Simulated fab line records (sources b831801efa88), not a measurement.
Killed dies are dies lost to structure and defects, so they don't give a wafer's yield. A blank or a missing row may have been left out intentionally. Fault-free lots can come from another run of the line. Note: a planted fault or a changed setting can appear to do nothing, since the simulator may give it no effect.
Chamber matching + flow sfq-line + 4 sister chambers for SFQ_TRILAYER_I7_VIA_ETCH_VIA_ETCH_190 on rie-diel-04
The step etches SiO2 in CHF3, stops on Nb, target depth 260 nm. 8 wafers are shown with their chamber, then 8 later ones without.

## EACH WAFER AND ITS CHAMBER
| wafer  | chamber | bias-w (W) | oes-product-au (a.u.) |
|--------|---------|------------|-----------------------|
| L251.1 | 0       | 79.45      | 0.860                 |
| L253.1 | 3       | 80.25      | 0.855                 |
| L253.3 | 1       | 80.66      | 0.852                 |
| L253.4 | 2       | 79.77      | 0.858                 |
| L254.1 | 3       | 79.52      | 0.863                 |
| L254.3 | 1       | 80.05      | 0.861                 |
| L254.4 | 0       | 80.11      | 0.849                 |
| L256.1 | 2       | 80.07      | 0.855                 |

## WAFERS MISSING THEIR CHAMBER
| wafer  | bias-w (W) | oes-product-au (a.u.) |
|--------|------------|-----------------------|
| L256.4 | 79.59      | 0.860                 |
| L256.5 | 79.79      | 0.856                 |
| L257.2 | 80.11      | 0.857                 |
| L257.3 | 80.19      | 0.863                 |
| L257.4 | 80.04      | 0.861                 |
| L259.1 | 80.27      | 0.853                 |
| L259.3 | 79.96      | 0.849                 |
| L259.6 | 79.92      | 0.853                 |

## THE CHAMBER EACH PASSED THROUGH
| wafer  | from the rows above               | in truth |
|--------|-----------------------------------|----------|
| L256.4 | can't be placed: 3 or 2 or 0 or 1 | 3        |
| L256.5 | can't be placed: 0 or 2 or 3 or 1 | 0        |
| L257.2 | can't be placed: 2 or 1 or 3 or 0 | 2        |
| L257.3 | can't be placed: 3 or 1 or 2 or 0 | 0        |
| L257.4 | can't be placed: 3 or 2 or 1 or 0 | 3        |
| L259.1 | can't be placed: 1 or 2 or 0 or 3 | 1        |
| L259.3 | can't be placed: 0 or 2 or 1 or 3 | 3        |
| L259.6 | can't be placed: 0 or 2 or 3 or 1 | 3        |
Correctly placed: 0 of 8. Unplaceable from these rows: 8, with the true chamber sitting among the candidates in 8. Placed wrongly: 0.
How it was worked out, from the rows above alone: a wafer's distance from a chamber is the root of the sum, over the readings, of the square of ((its reading less the chamber's mean) divided by the reading's scatter). The wafer belongs to the nearest chamber; if the next one is less than 2 further off, it can't be placed. Each chamber's mean is taken over the wafers shown for it. The scatter: the root of (the sum of the squares of (reading less its chamber's mean) over the shown wafers, divided by (wafers less chambers)).
